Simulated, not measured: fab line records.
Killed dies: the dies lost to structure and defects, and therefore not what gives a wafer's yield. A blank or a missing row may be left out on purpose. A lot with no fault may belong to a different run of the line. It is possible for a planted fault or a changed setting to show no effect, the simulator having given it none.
The tool behind it: which one? / flow sky130 / 36 wafers from 12 lots sampled at 2 of the route's 708 steps

== WHAT THE GAUGES SHOWED, per wafer ==
SKY_LDD_LDN_OVL_MEAS_07.
lot=L075; measured=day 22 21:35; on=overlay-02; LDD_LDN_OVL (nm)=0.4 -0.4 -1.5
lot=L077; measured=day 23 19:07; on=overlay-01; LDD_LDN_OVL (nm)=-2.3 -1.6 -1.8
lot=L079; measured=day 25 06:16; on=overlay-02; LDD_LDN_OVL (nm)=0.3 -1.1 -0.7
lot=L082; measured=day 25 19:11; on=overlay-01; LDD_LDN_OVL (nm)=3.1 0.3 3.8
lot=L084; measured=day 26 06:58; on=overlay-02; LDD_LDN_OVL (nm)=0.3 -0.7 -1.1
lot=L085; measured=day 26 17:40; on=overlay-01; LDD_LDN_OVL (nm)=1.3 -0.4 1.9
lot=L088; measured=day 28 06:28; on=overlay-02; LDD_LDN_OVL (nm)=-3.7 -1.5 -2.1
lot=L089; measured=day 28 17:19; on=overlay-01; LDD_LDN_OVL (nm)=-1.0 -0.9 -0.6
lot=L091; measured=day 29 00:07; on=overlay-02; LDD_LDN_OVL (nm)=-0.6 -1.1 0.3
lot=L093; measured=day 29 09:43; on=overlay-01; LDD_LDN_OVL (nm)=2.9 2.0 1.3
lot=L095; measured=day 30 02:26; on=overlay-02; LDD_LDN_OVL (nm)=-2.0 -1.5 -0.4
lot=L097; measured=day 30 22:37; on=overlay-02; LDD_LDN_OVL (nm)=-0.3 0.1 -0.5

== WHICH TOOL RAN EACH LOT (tool, then ch and the chambers of the sampled wafers, then the start) ==
lot=L075; SKY_POLY_GATE_ETCH_15=rie-diel-04 ch 0,3, day 16 12:28
lot=L077; SKY_POLY_GATE_ETCH_15=rie-diel-04 ch 0,2, day 17 08:31
lot=L079; SKY_POLY_GATE_ETCH_15=rie-diel-02 ch 1,2,3, day 18 19:01
lot=L082; SKY_POLY_GATE_ETCH_15=rie-diel-03 ch 0,3, day 19 06:34
lot=L084; SKY_POLY_GATE_ETCH_15=rie-diel-03 ch 1,2, day 19 20:58
lot=L085; SKY_POLY_GATE_ETCH_15=rie-diel-03 ch 0,1,3, day 20 07:52
lot=L088; SKY_POLY_GATE_ETCH_15=rie-diel-02 ch 1,2,3, day 22 00:10
lot=L089; SKY_POLY_GATE_ETCH_15=rie-diel-02 ch 0,3, day 22 11:52
lot=L091; SKY_POLY_GATE_ETCH_15=rie-diel-04 ch 0,3, day 22 19:10
lot=L093; SKY_POLY_GATE_ETCH_15=rie-diel-02 ch 0,1,2, day 23 04:37
lot=L095; SKY_POLY_GATE_ETCH_15=rie-diel-02 ch 1,2,3, day 23 22:16
lot=L097; SKY_POLY_GATE_ETCH_15=rie-diel-02 ch 0,2,3, day 24 19:55
- SKY_POLY_GATE_ETCH_15: etches BARC in N2/H2, stops on SiO2, time 118.5 s, target depth 110 nm.

== THE ANSWER, worked out from the rows above alone ==
Rule: the lots themselves supply what counts as usual. The widest of any qualifying gaps counts: lots, ordered by their means at a reading, are off when they make up no more than a third of the lots, leave a main group of 4 or more, and stand apart from it by 3 or more times the standard deviation of that group's means. A main group is skipped when, at the precision printed for the reading in the tables above, its means are all equal. A lot without any number at a reading at which 4 lots or more have one is off too. Any other lot the step has rows for is counted as sound.
No lot is off at any reading shown: from this, nothing can be told.

== WHAT THE SIMULATOR HAD INSERTED ==
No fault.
